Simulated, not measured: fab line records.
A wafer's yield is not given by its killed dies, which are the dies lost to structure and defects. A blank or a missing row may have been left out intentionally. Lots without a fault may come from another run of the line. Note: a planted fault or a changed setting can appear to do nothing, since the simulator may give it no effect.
One fault seen from 2 desks / flow gf180mcu / every desk sees just its own numbers, and what lay behind them comes last

## TOOL OWNER'S DESK, litho track-03
At GF_V3_SOFTBAKE_10 (time 60 s), the tool's own readings, given per lot that ran on this tool as the mean of the sampled wafers with a number. If a lot's mean is further than 4 standard deviations from the usual mean, the lot is out of limits and carries the mark OUT (the distance appears in the brackets).
Columns: A = chill plate temp C at GF_V3_SOFTBAKE_10, usual 23.00 C; B = heater power total W at GF_V3_SOFTBAKE_10, usual 93.04 W; C = plate temp C at GF_V3_SOFTBAKE_10, usual 130.00 C
lot=L480; first seen here=day 23 14:00; A=22.98; B=92.98; C=129.91
lot=L485; first seen here=day 25 03:00; A=22.98; B=96.92 (+63) OUT; C=134.09 (+27) OUT
lot=L489; first seen here=day 26 07:00; A=22.92; B=96.97 (+63) OUT; C=134.19 (+28) OUT
lot=L498; first seen here=day 29 00:00; A=22.98; B=93.01; C=129.94
This desk finds L485, L489 out of limits, L485 being first, at day 25 03:00 (heater power total W at GF_V3_SOFTBAKE_10). Within limits: L480, L498.

## METROLOGY DESK
Means of the sampled wafers that have a number, per lot and without regard to the tool the lot ran on: this is what the gauges read. If a lot's mean is further than 4 standard deviations from the usual mean, the lot is out of limits and carries the mark OUT (the distance appears in the brackets).
Columns: A = cd nm at GF_V3_CD_MEAS_14, usual 260.1 nm
lot=L477; first seen here=day 22 20:46; A=260.1
lot=L480; first seen here=day 24 00:52; A=260.2
lot=L481; first seen here=day 24 09:00; A=257.9
lot=L482; first seen here=day 24 18:02; A=259.6
lot=L484; first seen here=day 25 10:32; A=260.7
lot=L485; first seen here=day 25 13:54; A=274.1 (+11) OUT
lot=L489; first seen here=day 26 17:00; A=268.4 (+6.4) OUT
lot=L492; first seen here=day 27 15:53; A=259.7
lot=L493; first seen here=day 28 04:43; A=260.5
lot=L494; first seen here=day 28 06:13; A=259.1
lot=L495; first seen here=day 28 10:14; A=261.4
lot=L498; first seen here=day 29 10:00; A=258.3
lot=L499; first seen here=day 29 17:27; A=262.6
This desk finds L485, L489 out of limits, L485 being first, at day 25 13:54 (cd nm at GF_V3_CD_MEAS_14). Within limits: L477, L480, L481, L482, L484, L492, L493, L494, L495, L498, L499.

## TAKEN TOGETHER
At day 25 03:00, on L485, L489, the tool owner's desk was in a position to raise an alarm.
Metrology desk: alarm possible at day 25 13:54 on L485, L489.
Of the lots named, all ran GF_V3_SOFTBAKE_10 on litho track-03.

## WHAT THE SIMULATOR HAD INSERTED
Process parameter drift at GF_V3_SOFTBAKE_10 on litho track-03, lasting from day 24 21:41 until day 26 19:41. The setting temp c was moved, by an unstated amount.
Shown lots that were struck: L485, L489.
Delay (hours) between the fault's onset and each desk's first out-of-limits reading: 5 at the tool owner's desk, 16 at the metrology desk.
